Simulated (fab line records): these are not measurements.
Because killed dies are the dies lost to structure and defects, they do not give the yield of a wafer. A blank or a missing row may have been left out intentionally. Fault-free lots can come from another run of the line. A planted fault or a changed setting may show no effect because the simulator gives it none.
8D (eight disciplines) problem report, filled in by code -- flow gf180mcu -- the parts of the form that need people (team, actions taken, sign-off) are left out

== 1. THE ISSUE ==
Mean of cathode_dc_power_W at GF_V3_SPUTTER_21: 1996.4 W across 2 wafers in 2 lots; on wafers with no fault it is 2500.0 W (standard deviation 0.47). So: -99 or more standard deviations from the usual mean.
The step: material Ti, target thk 15 nm, time 80.02 s.
Earliest sighting: wafer L555.2 on pvd_sputter-04 at day 28 15:07. The record has a number at this step for 18 wafers belonging to 6 lots. Rule for "out", or "out of limits": more than 4 standard deviations from the usual mean. Any other wafer with a number is counted as sound.

== 2. WHAT IT IS; WHAT IT IS NOT ==
question,is,is not
which readings at this step,cathode_dc_power_W,throttle_valve_pct
which lots,"L555, L557","L540, L543, L544, L558"
which wafers of those lots,"L555.2, L557.1","L555.1, L555.3, L557.2, L557.4"
read on which tools,pvd_sputter-04,pvd_sputter-02
when,from day 28 15:07,"up to then (11 sound wafers); but 5 sound wafers of L557, L558 came after"

== 3. WHAT RULES OUT EACH SUSPECT ==
Counting: a tool at a process step up to the reading stays a suspect if it ran every lot that is out. Sound lots after the first of them don't rule it out here, since some wafers of a struck lot are sound.
- rie_diel-01 at GF_V3_ETCH_16 (etches BARC in N2/H2): kept. It ran every lot that is out, first L555 (day 28 14:27).
- rie_diel-01 at GF_V3_ETCH_17 (etches SiO2 in C4F8/O2/Ar, stops on TiN, target depth 635 nm): kept. It ran every lot that is out, first L555 (day 28 14:35). With no start given for some of its lots, GF_V3_ETCH_17 uses the hours and lot order of GF_V3_STRIP_18.
- pvd_sputter-04 at GF_V3_SPUTTER_21 (material Ti, target thk 15 nm, time 80.02 s): kept. Every lot that is out went through it, the first being L555 (day 28 15:07); the last sound lot it ran before that was L543 (day 24 19:44). On those wafers its own readings are out: cathode_dc_power_W.
Still standing after the count: rie_diel-01 at GF_V3_ETCH_16, rie_diel-01 at GF_V3_ETCH_17, pvd_sputter-04 at GF_V3_SPUTTER_21.

== 4. THE CAUSE (what the simulator had put in) ==
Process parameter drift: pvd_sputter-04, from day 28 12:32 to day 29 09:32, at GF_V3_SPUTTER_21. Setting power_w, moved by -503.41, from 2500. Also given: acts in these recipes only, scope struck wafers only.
After counting, 3 suspects remain, this tool included.

== 5. THE CHAIN OF EFFECTS, in route order ==
Each row: a reading where the mean over the struck wafers with a number is more than 3 standard deviations away from the usual. Scope: only readings with a usual standard deviation given in the record; hours: median across lots of the time from each lot's start at the first step in this table that gives one to its start at this step; sigmas: change in usual standard deviations.
hours,step,reading,usual,on struck wafers,change,sigmas
0,GF_V3_SPUTTER_21,cathode_dc_power_W,2500.0 W,1996.4,-503.6,-99 or more
Process steps it contains:
- GF_V3_SPUTTER_21: material Ti, target thk 15 nm, time 80.02 s.

== 6. WHAT WOULD HAVE CAUGHT IT SOONER ==
The fault began at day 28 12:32; the first out-of-limits reading in this record came at day 28 15:07, 3 hours later.
